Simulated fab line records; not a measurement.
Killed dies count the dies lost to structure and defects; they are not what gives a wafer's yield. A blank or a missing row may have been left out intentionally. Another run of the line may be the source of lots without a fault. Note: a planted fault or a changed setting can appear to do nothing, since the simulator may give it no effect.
fab line records	flow sky130
[record] lots = 7	wafers = 21	last-day = 50
route steps=708 shown PWDE@84 VT_ADJUST_HVTP@85 VT_ADJUST_LVTN@97
lots untouched by any fault: they come from a run of this same line in which no faults occurred
start-h: hours from the record's first day to the start of the lot's first wafer shown	wait-h: hours since the lot's step before	" same as the row above	L1.1+2: a row that stands for several wafers	- no value present, or no start provided	* or withheld: withheld	< > ~ a bound
route shown NAME@n: a module of which the file shows steps, and the number in the route of the first	usual: mean/standard deviation taken from wafers without a fault	same: alike in all rows	chamber/n: place in a boat	sites: per-site readings	_std_site: standard deviation across them	_edge_site: the outer-site mean with the inner-site mean subtracted	radius-mm: for every site, how far away it sits from the centre of the wafer	mask NAME#n: copy n	behind: the last tool/chamber to shape the wafer	hold: what put the lot on hold/how long, in hours/how the hold closed	device: transistor that didn't switch, given as n, p or np	end of line: the tests these same wafers got at the end of their route	a step given without rows: its recipe and nothing more	killed: count of dies lost to structure and defects at first sort (not the wafer's yield)	map: dies across one wafer; x = killed, . = not, _ = none there
set.NAME: the run value of the setting; set.NAME@STEP: its run value at that earlier step	model.NAME: the simulator's own value behind a step, which no gauge read
lots at some steps of the route; a table a step, a row a wafer
[[steps]]
[step SKY_NWELL_RS_MEAS_31]
[recipe] thk-meas-gauge = four-point-probe
[usual] PWDE_RS = 5281/17
lot.wafer	tool	chamber	start-h	wait-h	PWDE_RS[ohm/sq]
L322.1	film-metro-03	-	135.49	0.1	5267
L322.4	"	-	"	"	5273
L322.6	"	-	"	"	5271
L324.2	film-metro-03	-	146.91	0.1	5262
L324.3	"	-	"	"	5265
L324.4	"	-	"	"	5250
L325.1	film-metro-03	-	152.39	0.1	5291
L325.4	"	-	"	"	5296
L325.6	"	-	"	"	5279
L326.2	film-metro-01	-	158.99	0.1	5250
L326.4	"	-	"	"	5267
L326.6	"	-	"	"	5276
L334.4	film-metro-02	-	208.40	0.1	5294
L334.5	"	-	"	"	5281
L334.6	"	-	"	"	5300
L339.1	film-metro-01	-	237.23	0.1	5294
L339.4	"	-	"	"	5280
L339.6	"	-	"	"	5281
L340.2	film-metro-02	-	239.49	0.1	5269
L340.3	"	-	"	"	5261
L340.4	"	-	"	"	5278
[step SKY_VT_ADJUST_HVTP_DEHYDRATE_00]
[recipe] temp-c = 200	time-s = 60
[step SKY_VT_ADJUST_HVTP_HMDS_01]
[recipe] prime-time-s = 60	prime-temp-c = 120
[step SKY_VT_ADJUST_HVTP_COAT_02]
[recipe] resist = NOVOLAK	spin-rpm = 3000	resist-thk-nm = 1140
[step SKY_VT_ADJUST_HVTP_SOFTBAKE_03]
[recipe] temp-c = 90	time-s = 60	resist = NOVOLAK
[step SKY_VT_ADJUST_HVTP_EXPOSE_04]
[recipe] mask-id = HVTPM	na = 0.6	source-shape = conventional	sigma-outer = 0.6	polarization = unpolarized	target-cd-nm = 380	dose-mj = 140
[step SKY_VT_ADJUST_HVTP_PEB_05]
[recipe] temp-c = withheld	time-s = *	resist = NOVOLAK
[step SKY_VT_ADJUST_HVTP_DEVELOP_06]
[recipe] resist = NOVOLAK	developer = TMAH	develop-time-s = 60	dev-temp-c = 23
[step SKY_VT_ADJUST_HVTP_CD_MEAS_07]
[recipe] target-cd-nm = 380
[usual] cd-nm = 380.2/2.5
lot.wafer	tool	chamber	start-h	wait-h	cd-nm
L322.1	cd-sem-02	-	155.05	0.1	379.2
L322.4	"	-	"	"	379.3
L322.6	"	-	"	"	379.3
L324.2	cd-sem-02	-	167.16	0.1	379.3
L324.3	"	-	"	"	378.6
L324.4	"	-	"	"	382.3
L325.1	cd-sem-01	-	172.30	0.1	379.7
L325.4	"	-	"	"	380.2
L325.6	"	-	"	"	380.5
L326.2	cd-sem-02	-	179.75	0.1	379.4
L326.4	"	-	"	"	377.4
L326.6	"	-	"	"	380.2
L334.4	cd-sem-02	-	229.44	0.1	377.3
L334.5	"	-	"	"	379.9
L334.6	"	-	"	"	378.7
L339.1	cd-sem-02	-	260.48	0.1	380.9
L339.4	"	-	"	"	379.6
L339.6	"	-	"	"	378.0
L340.2	cd-sem-01	-	262.80	0.1	376.6
L340.3	"	-	"	"	379.8
L340.4	"	-	"	"	380.6
[step SKY_VT_ADJUST_HVTP_OVL_MEAS_08]
[usual] VT_ADJUST_HVTP_OVL = -0.8/1.4
lot.wafer	tool	chamber	start-h	wait-h	VT_ADJUST_HVTP_OVL[nm]
L322.1	overlay-02	-	155.17	0.1	-1.3
L322.4	"	-	"	"	-2.5
L322.6	"	-	"	"	-0.8
L324.2	overlay-01	-	167.27	0.1	0.1
L324.3	"	-	"	"	-0.4
L324.4	"	-	"	"	0.5
L325.1	overlay-02	-	172.42	0.1	-2.5
L325.4	"	-	"	"	-3.1
L325.6	"	-	"	"	-2.4
L326.2	overlay-02	-	179.86	0.1	-1.4
L326.4	"	-	"	"	-1.4
L326.6	"	-	"	"	-0.8
L334.4	overlay-02	-	229.52	0.1	-2.3
L334.5	"	-	"	"	-0.1
L334.6	"	-	"	"	-2.0
L339.1	overlay-01	-	260.60	0.1	-0.2
L339.4	"	-	"	"	0.0
L339.6	"	-	"	"	-1.9
L340.2	overlay-02	-	262.91	0.1	-1.6
L340.3	"	-	"	"	-0.3
L340.4	"	-	"	"	0.1
[step SKY_VT_ADJUST_HVTP_IMPLANT_09]
[recipe] species = As	energy-kev = 150	dose-cm2 = 4.3e+12	tilt-deg = withheld
[step SKY_VT_ADJUST_HVTP_STRIP_10]
[recipe] chemistry = O2/N2	power-w = 1400	pressure-mtorr = 1500	platen-temp-c = withheld	o2-flow-sccm = 3000	n2-flow-sccm = 300	overash-fraction = 0.5
[usual] chamber-pressure-mTorr = 1499.9/1.4	drypump-motor-current-A = 5.7/0.38	oes-product-au = 0.716/0.0041	strip-time-to-endpoint-s = 14.18/0.043
lot.wafer	tool	chamber	start-h	wait-h	chamber-pressure-mTorr	drypump-motor-current-A	oes-product-au	rf-hours-counter-h	strip-time-to-endpoint-s	model.NOVOLAK_of_VT_ADJUST_HVTP_COAT_02.thk-nm
L322.1	plasma-asher-02	1	155.35	0.1	1501.5	6.4	0.722	48	14.17	0
L322.4	"	1	"	"	1500.9	6.4	0.719	-	14.14	0
L322.6	"	0	"	"	1502.2	5.6	0.721	-	14.16	0
L324.2	plasma-asher-03	0	167.45	0.1	-	-	-	-	-	1143
L324.3	"	0	"	"	-	-	-	-	-	1146
L324.4	"	1	"	"	-	-	-	-	-	1143
L325.1	plasma-asher-02	1	172.60	0.1	-	-	-	-	-	1145
L325.4	"	0	"	"	-	-	-	-	-	1147
L325.6	"	1	"	"	-	-	-	-	-	1145
L326.2	plasma-asher-04	0	180.04	0.1	-	-	-	-	-	1146
L326.4	"	1	"	"	-	-	-	-	-	1146
L326.6	"	0	"	"	-	-	-	-	-	1143
L334.4	plasma-asher-03	0	229.72	0.1	1499.5	5.3	0.716	-	14.13	0
L334.5	"	1	"	"	1500.0	5.2	0.712	-	14.16	0
L334.6	"	0	"	"	1499.0	5.3	0.708	-	14.19	0
L339.1	plasma-asher-04	0	260.79	0.1	1499.9	5.8	0.715	13	14.11	0
L339.4	"	1	"	"	1500.6	5.7	0.718	-	14.16	0
L339.6	"	0	"	"	1500.7	5.7	0.720	-	14.12	0
L340.2	plasma-asher-03	0	263.09	0.1	1499.1	5.3	0.718	43	14.20	0
L340.3	"	0	"	"	1498.1	5.3	0.710	-	14.20	0
L340.4	"	1	"	"	1501.1	5.2	0.716	-	14.21	0
[step SKY_VT_ADJUST_HVTP_TW_MEAS_11]
[usual] VT_ADJUST_HVTP_TW = 1360/10
lot.wafer	tool	chamber	start-h	wait-h	VT_ADJUST_HVTP_TW
L322.1	film-metro-02	-	155.45	0.1	1357
L322.4	"	-	"	"	1365
L322.6	"	-	"	"	1353
L324.2	film-metro-02	-	167.56	0.1	1354
L324.3	"	-	"	"	1362
L324.4	"	-	"	"	1356
L325.1	film-metro-02	-	172.70	0.1	1351
L325.4	"	-	"	"	1358
L325.6	"	-	"	"	1353
L326.2	film-metro-02	-	180.15	0.1	1358
L326.4	"	-	"	"	1340
L326.6	"	-	"	"	1349
L334.4	film-metro-02	-	229.82	0.1	1367
L334.5	"	-	"	"	1364
L334.6	"	-	"	"	1376
L339.1	film-metro-04	-	260.89	0.1	1368
L339.4	"	-	"	"	1370
L339.6	"	-	"	"	1379
L340.2	film-metro-02	-	263.20	0.1	1354
L340.3	"	-	"	"	1355
L340.4	"	-	"	"	1360
[step SKY_VT_ADJUST_LVTN_DEHYDRATE_00]
[recipe] temp-c = 200	time-s = 60
[step SKY_VT_ADJUST_LVTN_HMDS_01]
[recipe] prime-time-s = 60	prime-temp-c = 120
[step SKY_VT_ADJUST_LVTN_COAT_02]
[recipe] spin-rpm = 2000	resist-thk-nm = 3000
[step SKY_VT_ADJUST_LVTN_SOFTBAKE_03]
[recipe] temp-c = 110	time-s = withheld
[step SKY_VT_ADJUST_LVTN_EXPOSE_04]
[recipe] mask-id = NWM_COMPLEMENT_LESS_NATIVE	na = 0.6	source-shape = conventional	sigma-outer = 0.6	polarization = unpolarized	target-cd-nm = 840	dose-mj = 194
[step SKY_VT_ADJUST_LVTN_PEB_05]
[recipe] temp-c = 115	time-s = withheld
[step SKY_VT_ADJUST_LVTN_DEVELOP_06]
[recipe] wall-angle-deg = 90	developer = TMAH	develop-time-s = 60	dev-temp-c = 23
[step SKY_VT_ADJUST_LVTN_OVL_MEAS_07]
[usual] VT_ADJUST_LVTN_OVL = 0.0/1.3
lot.wafer	tool	chamber	start-h	wait-h	VT_ADJUST_LVTN_OVL[nm]
L322.1	overlay-01	-	175.68	-	1.1
L322.4	"	-	"	"	1.5
L322.6	"	-	"	"	0.0
L324.2	overlay-01	-	187.54	-	-0.2
L324.3	"	-	"	"	1.7
L324.4	"	-	"	"	0.6
L325.1	overlay-01	-	193.43	-	-1.0
L325.4	"	-	"	"	-0.1
L325.6	"	-	"	"	-0.3
L326.2	overlay-02	-	201.39	-	2.2
L326.4	"	-	"	"	2.8
L326.6	"	-	"	"	2.6
L334.4	overlay-01	-	251.46	-	0.7
L334.5	"	-	"	"	0.0
L334.6	"	-	"	"	0.5
L339.1	overlay-01	-	284.69	-	0.9
L339.4	"	-	"	"	-0.7
L339.6	"	-	"	"	1.1
L340.2	overlay-02	-	287.14	-	2.5
L340.3	"	-	"	"	0.0
L340.4	"	-	"	"	0.4
[step SKY_VT_ADJUST_LVTN_IMPLANT_08]
[recipe] species = B	energy-kev = 30	dose-cm2 = 1.57e+12	tilt-deg = withheld
[step SKY_VT_ADJUST_LVTN_STRIP_09]
[recipe] chemistry = O2/N2	power-w = 1400	pressure-mtorr = 1500	platen-temp-c = withheld	o2-flow-sccm = 3000	n2-flow-sccm = 300	overash-fraction = 0.5
[usual] chamber-pressure-mTorr = 1499.9/1.4	drypump-motor-current-A = 5.7/0.44	oes-product-au = 0.722/0.0042	strip-time-to-endpoint-s = 36.92/0.086
lot.wafer	tool	chamber	start-h	wait-h	chamber-pressure-mTorr	drypump-motor-current-A	oes-product-au	rf-hours-counter-h	strip-time-to-endpoint-s
L322.1	plasma-asher-02	1	175.87	0.1	1500.0	6.4	0.713	50	37.01
L322.4	"	0	"	"	1502.4	5.6	0.729	-	36.95
L322.6	"	1	"	"	1497.4	6.4	0.721	-	36.96
L324.2	plasma-asher-02	1	187.72	0.1	1500.7	6.4	0.733	51	53.98
L324.3	"	1	"	"	1502.4	6.4	0.722	-	53.92
L324.4	"	0	"	"	1501.2	5.6	0.729	-	53.91
L325.1	plasma-asher-03	0	193.62	0.1	1500.6	5.3	0.724	36	53.91
L325.4	"	1	"	"	1500.6	5.2	0.728	-	53.89
L325.6	"	0	"	"	1500.8	5.3	0.720	-	53.81
L326.2	plasma-asher-03	0	201.57	0.1	1499.1	5.3	0.722	36	53.78
L326.4	"	0	"	"	1500.6	5.3	0.727	-	53.65
L326.6	"	1	"	"	1497.2	5.2	0.722	-	53.68
L334.4	plasma-asher-03	1	251.66	0.1	1500.1	5.2	0.721	-	36.89
L334.5	"	0	"	"	1500.1	5.3	0.721	-	36.96
L334.6	"	1	"	"	1500.7	5.2	0.723	-	36.89
L339.1	plasma-asher-01	0	284.88	0.1	1498.1	6.1	0.718	63	36.96
L339.4	"	1	"	"	1497.7	5.9	0.729	-	37.12
L339.6	"	0	"	"	1500.4	6.1	0.720	-	36.94
L340.2	plasma-asher-03	0	287.32	0.1	1500.1	5.3	0.725	45	36.93
L340.3	"	1	"	"	1501.4	5.2	0.720	-	36.97
L340.4	"	0	"	"	1501.2	5.3	0.725	-	36.91
[step SKY_VT_ADJUST_LVTN_TW_MEAS_10]
[usual] VT_ADJUST_LVTN_TW = 244.0/1.7
lot.wafer	tool	chamber	start-h	wait-h	VT_ADJUST_LVTN_TW
L322.1	film-metro-03	-	175.97	0.1	245.9
L322.4	"	-	"	"	245.0
L322.6	"	-	"	"	247.5
L324.2	film-metro-02	-	187.83	0.1	29.9
L324.3	"	-	"	"	30.0
L324.4	"	-	"	"	29.9
L325.1	film-metro-04	-	193.72	0.1	30.6
L325.4	"	-	"	"	30.4
L325.6	"	-	"	"	30.4
L326.2	film-metro-02	-	201.68	0.1	30.0
L326.4	"	-	"	"	30.0
L326.6	"	-	"	"	30.1
L334.4	film-metro-02	-	251.76	0.1	242.8
L334.5	"	-	"	"	241.7
L334.6	"	-	"	"	241.7
L339.1	film-metro-04	-	284.98	0.1	243.1
L339.4	"	-	"	"	243.1
L339.6	"	-	"	"	244.1
L340.2	film-metro-03	-	287.43	0.1	247.8
L340.3	"	-	"	"	247.2
L340.4	"	-	"	"	247.8
[step SKY_VT_ADJUST_LVTN_DEHYDRATE_11]
[recipe] temp-c = 200	time-s = 60
[[key]]
[first-sign] step = SKY_VT_ADJUST_HVTP_STRIP_10	reading = tool-record	direction = missing
[effect] step = SKY_VT_ADJUST_LVTN_STRIP_09	reading = strip-time-to-endpoint-s	direction = up	sigmas = 99+	usual = *	struck = *
[effect] step = SKY_VT_ADJUST_LVTN_TW_MEAS_10	reading = VT_ADJUST_LVTN_TW	direction = down	sigmas = 99+	usual = 244.0	struck = 30.1
[model-effect] step = SKY_VT_ADJUST_HVTP_STRIP_10	value = NOVOLAK_of_VT_ADJUST_HVTP_COAT_02.thk-nm	without = 0	struck = 1145
met-at SKY_VT_ADJUST_HVTP_STRIP_10
struck-wafers L324.2,L324.3,L324.4,L325.1,L325.4,L325.6,L326.2,L326.4,L326.6
sort-left-out L324.2,L324.3,L324.4,L325.1,L325.4,L325.6,L326.2,L326.4,L326.6
tester-left-out L324,L325,L326
onset-between 155.35 167.45
[fault] kind = skipped-step-whole	tool = plasma-asher-02,plasma-asher-03,plasma-asher-04	chamber = -	onset-h = 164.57	steps = SKY_VT_ADJUST_HVTP_STRIP_10	scope = struck-lots-only
// tester-left-out: of these lots the tester's yield and bins aren't shown, on N5 and GAA mostly nor the transistor test; their killed dies are dies lost to structure and defects alone, not to doping, threshold or leakage, so they don't give the yield
// sort-left-out: the simulated sort isn't trusted on such a fault, so these wafers' sort isn't shown, and their yield isn't known
